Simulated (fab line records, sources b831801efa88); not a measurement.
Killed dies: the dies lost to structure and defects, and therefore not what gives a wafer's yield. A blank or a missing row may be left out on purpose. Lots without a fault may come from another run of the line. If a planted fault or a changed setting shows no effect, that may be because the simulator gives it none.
The tool behind it: which one?    flow sky130    8 lots with 24 wafers sampled at 3 steps, on a route of 708 steps

WHAT THE GAUGES READ, wafer by wafer
SKY_VT_ADJUST_HVTP_TW_MEAS_11.
lot   measured      on            VT_ADJUST_HVTP_TW
L609  day 7 01:47   filmMetro-01  1371 1368 1372
L612  day 7 07:49   filmMetro-01  1374 1371 1377
L614  day 7 19:04   filmMetro-01  1369 1365 1373
L616  day 8 08:04   filmMetro-03  1352 1348 1348
L619  day 8 22:39   filmMetro-03  1354 1344 1361
L622  day 9 15:09   filmMetro-04  1329 1330 1332
L625  day 10 08:50  filmMetro-03  761 759 761
L627  day 10 23:30  filmMetro-01  767 761 769

WHAT TOOL EACH LOT RAN ON (gives the tool, then ch and the chambers of the sampled wafers, and finally the start)
lot   SKY_PWDE_STRIP_09                   SKY_VT_ADJUST_HVTP_IMPLANT_09
L609  plasmaAsher-04 ch 0,1, day 4 17:38  implanter-03 ch 0, day 7 01:32
L612  plasmaAsher-02 ch 0,1, day 4 22:44  implanter-01 ch 0, day 7 07:34
L614  plasmaAsher-01 ch 0,1, day 5 08:55  implanter-02 ch 0, day 7 18:50
L616  plasmaAsher-04 ch 0,1, day 5 22:47  implanter-02 ch 0, day 8 07:49
L619  plasmaAsher-02 ch 0,1, day 6 11:38  implanter-02 ch 0, day 8 22:24
L622  plasmaAsher-01 ch 0,1, day 7 02:32  implanter-01 ch 0, day 9 14:55
L625  plasmaAsher-04 ch 0,1, day 7 17:37  implanter-01 ch 0, day 10 08:35
L627  plasmaAsher-04 ch 0,1, day 8 06:02  implanter-01 ch 0, day 10 23:15
- SKY_PWDE_STRIP_09: strips in O2/N2.
- SKY_VT_ADJUST_HVTP_IMPLANT_09

THE ANSWER, worked out from the rows above alone
Rule: the usual values come from the lots themselves. The widest of any qualifying gaps counts: lots, ordered by their means at a reading, are off when they make up no more than a third of the lots, leave a main group of 4 or more, and stand apart from it by 3 or more times the standard deviation of that group's means. A main group whose means are all the same, to the digits that the tables above print for the reading, isn't used. A lot without any number at a reading at which 4 lots or more have one is off too. All remaining lots with rows at the step are treated as sound.
Off: L625, L627, at SKY_VT_ADJUST_HVTP_TW_MEAS_11 (VT_ADJUST_HVTP_TW). For the main group the mean is 1358 and the standard deviation 15.
If a tool, at a process step before that reading, ran all the lots that are off and no sound lot after the first of them, it fits. The gauges at SKY_VT_ADJUST_HVTP_TW_MEAS_11 are tried like those tools. Can't be told from this: 2 tools fit, plasmaAsher-04 at SKY_PWDE_STRIP_09, implanter-01 at SKY_VT_ADJUST_HVTP_IMPLANT_09.

WHAT THE SIMULATOR PUT IN
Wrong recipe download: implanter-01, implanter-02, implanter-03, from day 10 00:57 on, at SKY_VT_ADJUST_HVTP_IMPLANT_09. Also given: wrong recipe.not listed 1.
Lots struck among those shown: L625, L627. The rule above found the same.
